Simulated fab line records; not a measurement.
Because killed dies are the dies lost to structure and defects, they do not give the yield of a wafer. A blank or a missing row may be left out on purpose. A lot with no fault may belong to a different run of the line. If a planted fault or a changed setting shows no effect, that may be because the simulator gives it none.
What tool caused it? :: flow gf180mcu :: 14 lots, 42 wafers sampled, at 3 steps of a route of 602

WHAT THE GAUGES SHOWED, per wafer
GF_TOP_METAL_CD_MEAS_14: the cd target is 440 nm. Usual: cd-nm reads 440.3 nm (standard deviation 2.6).
lot: L471
measured: day 27 22:59
on: cd-sem-01
cd-nm (nm): 438.4 436.5 435.7
flag: 

lot: L472
measured: day 28 01:58
on: cd-sem-01
cd-nm (nm): 439.0 440.1 438.8
flag: 

lot: L474
measured: day 28 21:59
on: cd-sem-01
cd-nm (nm): 440.1 439.2 439.5
flag: 

lot: L475
measured: day 29 13:38
on: cd-sem-01
cd-nm (nm): 440.6 441.7 441.8
flag: 

lot: L476
measured: day 29 15:46
on: cd-sem-02
cd-nm (nm): 439.2 443.0 442.4
flag: 

lot: L478
measured: day 30 06:37
on: cd-sem-02
cd-nm (nm): 440.2 440.3 443.4
flag: 

lot: L479
measured: day 30 12:08
on: cd-sem-02
cd-nm (nm): 440.2 441.4 443.0
flag: 

lot: L482
measured: day 31 10:58
on: cd-sem-02
cd-nm (nm): 438.4 437.1 439.8
flag: 

lot: L483
measured: day 31 13:49
on: cd-sem-02
cd-nm (nm): 444.5 442.9 445.8
flag: 

lot: L484
measured: day 31 20:34
on: cd-sem-02
cd-nm (nm): 436.3 435.2 437.4
flag: 

lot: L487
measured: day 33 07:08
on: cd-sem-02
cd-nm (nm): 445.0 443.1 444.9
flag: 

lot: L486
measured: day 32 17:26
on: cd-sem-01
cd-nm (nm): 438.0 437.2 439.1
flag: 

lot: L489
measured: day 33 05:04
on: cd-sem-01
cd-nm (nm): 439.8 441.0 440.0
flag: 

lot: L490
measured: day 33 09:49
on: cd-sem-02
cd-nm (nm): 441.8 442.1 442.3
flag: 

EACH LOT AND THE TOOL THAT RAN IT (in order: tool; ch and the chambers of the sampled wafers; start)
lot: L471
GF_SALICIDE_SPUTTER_02: pvd-sputter-03, day 14 22:19
GF_TOP_METAL_SPUTTER_00: pvd-sputter-03, day 27 03:04

lot: L472
GF_SALICIDE_SPUTTER_02: pvd-sputter-04, day 15 05:34
GF_TOP_METAL_SPUTTER_00: pvd-sputter-04, day 27 05:46

lot: L474
GF_SALICIDE_SPUTTER_02: pvd-sputter-03, day 15 22:40
GF_TOP_METAL_SPUTTER_00: pvd-sputter-01, day 28 02:22

lot: L475
GF_SALICIDE_SPUTTER_02: pvd-sputter-03, day 16 12:57
GF_TOP_METAL_SPUTTER_00: pvd-sputter-01, day 28 18:32

lot: L476
GF_SALICIDE_SPUTTER_02: pvd-sputter-03, day 16 21:58
GF_TOP_METAL_SPUTTER_00: pvd-sputter-01, day 28 20:59

lot: L478
GF_SALICIDE_SPUTTER_02: pvd-sputter-04, day 17 13:29
GF_TOP_METAL_SPUTTER_00: pvd-sputter-03, day 29 12:41

lot: L479
GF_SALICIDE_SPUTTER_02: pvd-sputter-01, day 17 20:13
GF_TOP_METAL_SPUTTER_00: pvd-sputter-03, day 29 17:17

lot: L482
GF_SALICIDE_SPUTTER_02: pvd-sputter-04, day 19 06:23
GF_TOP_METAL_SPUTTER_00: pvd-sputter-04, day 30 17:22

lot: L483
GF_SALICIDE_SPUTTER_02: pvd-sputter-03, day 19 09:46
GF_TOP_METAL_SPUTTER_00: pvd-sputter-04, day 30 20:46

lot: L484
GF_SALICIDE_SPUTTER_02: pvd-sputter-03, day 19 15:37
GF_TOP_METAL_SPUTTER_00: pvd-sputter-03, day 31 03:25

lot: L487
GF_SALICIDE_SPUTTER_02: pvd-sputter-01, day 20 22:19
GF_TOP_METAL_SPUTTER_00: pvd-sputter-01, day 32 14:29

lot: L486
GF_SALICIDE_SPUTTER_02: pvd-sputter-04, day 21 00:44
GF_TOP_METAL_SPUTTER_00: pvd-sputter-03, day 32 00:34

lot: L489
GF_SALICIDE_SPUTTER_02: pvd-sputter-03, day 21 17:27
GF_TOP_METAL_SPUTTER_00: pvd-sputter-04, day 32 12:50

lot: L490
GF_SALICIDE_SPUTTER_02: pvd-sputter-03, day 21 22:10
GF_TOP_METAL_SPUTTER_00: pvd-sputter-01, day 32 18:05
- GF_SALICIDE_SPUTTER_02: material Co, target thk 10 nm, time 20 s.
- GF_TOP_METAL_SPUTTER_00: material Ti, target thk 37.5 nm, time 150 s.

AS READ BY THE TOOLS THEMSELVES (means over the sampled wafers that have a number; for cases with no such wafer, the mark the record gives instead)
GF_SALICIDE_SPUTTER_02. Usual: throttle-valve-pct reads 29.6 % (standard deviation 0.78).
lot: L471
tool: pvd-sputter-03
throttle-valve-pct (%): 29.6
flag: 

lot: L472
tool: pvd-sputter-04
throttle-valve-pct (%): 29.2
flag: 

lot: L474
tool: pvd-sputter-03
throttle-valve-pct (%): 29.0
flag: 

lot: L475
tool: pvd-sputter-03
throttle-valve-pct (%): 29.8
flag: 

lot: L476
tool: pvd-sputter-03
throttle-valve-pct (%): 29.3
flag: 

lot: L478
tool: pvd-sputter-04
throttle-valve-pct (%): 29.6
flag: 

lot: L479
tool: pvd-sputter-01
throttle-valve-pct (%): 30.1
flag: 

lot: L482
tool: pvd-sputter-04
throttle-valve-pct (%): 29.4
flag: 

lot: L483
tool: pvd-sputter-03
throttle-valve-pct (%): 30.0
flag: 

lot: L484
tool: pvd-sputter-03
throttle-valve-pct (%): 29.1
flag: 

lot: L487
tool: pvd-sputter-01
throttle-valve-pct (%): 30.0
flag: 

lot: L486
tool: pvd-sputter-04
throttle-valve-pct (%): 29.5
flag: 

lot: L489
tool: pvd-sputter-03
throttle-valve-pct (%): 30.1
flag: 

lot: L490
tool: pvd-sputter-03
throttle-valve-pct (%): 30.1
flag: 

GF_TOP_METAL_SPUTTER_00. Usual: throttle-valve-pct reads 29.5 % (standard deviation 0.74).
lot: L471
tool: pvd-sputter-03
throttle-valve-pct (%): 29.7
flag: 

lot: L472
tool: pvd-sputter-04
throttle-valve-pct (%): 29.5
flag: 

lot: L474
tool: pvd-sputter-01
throttle-valve-pct (%): 30.3
flag: 

lot: L475
tool: pvd-sputter-01
throttle-valve-pct (%): 30.2
flag: 

lot: L476
tool: pvd-sputter-01
throttle-valve-pct (%): 29.9
flag: 

lot: L478
tool: pvd-sputter-03
throttle-valve-pct (%): 29.6
flag: 

lot: L479
tool: pvd-sputter-03
throttle-valve-pct (%): 29.2
flag: 

lot: L482
tool: pvd-sputter-04
throttle-valve-pct (%): 29.0
flag: 

lot: L483
tool: pvd-sputter-04
throttle-valve-pct (%): 29.3
flag: 

lot: L484
tool: pvd-sputter-03
throttle-valve-pct (%): 29.6
flag: 

lot: L487
tool: pvd-sputter-01
throttle-valve-pct (%): 29.9
flag: 

lot: L486
tool: pvd-sputter-03
throttle-valve-pct (%): 29.9
flag: 

lot: L489
tool: pvd-sputter-04
throttle-valve-pct (%): 29.1
flag: 

lot: L490
tool: pvd-sputter-01
throttle-valve-pct (%): 30.2
flag: 

THE ANSWER, worked out from the rows above alone
Rule: a lot counts as off when the mean over its wafers that have a number is more than 3 standard deviations away from the usual mean. Also off: a lot with no number at a reading for which 4 or more lots have one. All remaining lots with rows at the step are treated as sound. Order of review: gauges by route order, followed by the tools' own readings, for which a lot's mean as printed above is used. The first step at which some lot is off is used, and at that step the reading that is off furthest; a lot without a number counts as furthest.
No lot is off on any of the readings shown, so nothing can be concluded from this.

WHAT HAD BEEN PUT IN BY THE SIMULATOR
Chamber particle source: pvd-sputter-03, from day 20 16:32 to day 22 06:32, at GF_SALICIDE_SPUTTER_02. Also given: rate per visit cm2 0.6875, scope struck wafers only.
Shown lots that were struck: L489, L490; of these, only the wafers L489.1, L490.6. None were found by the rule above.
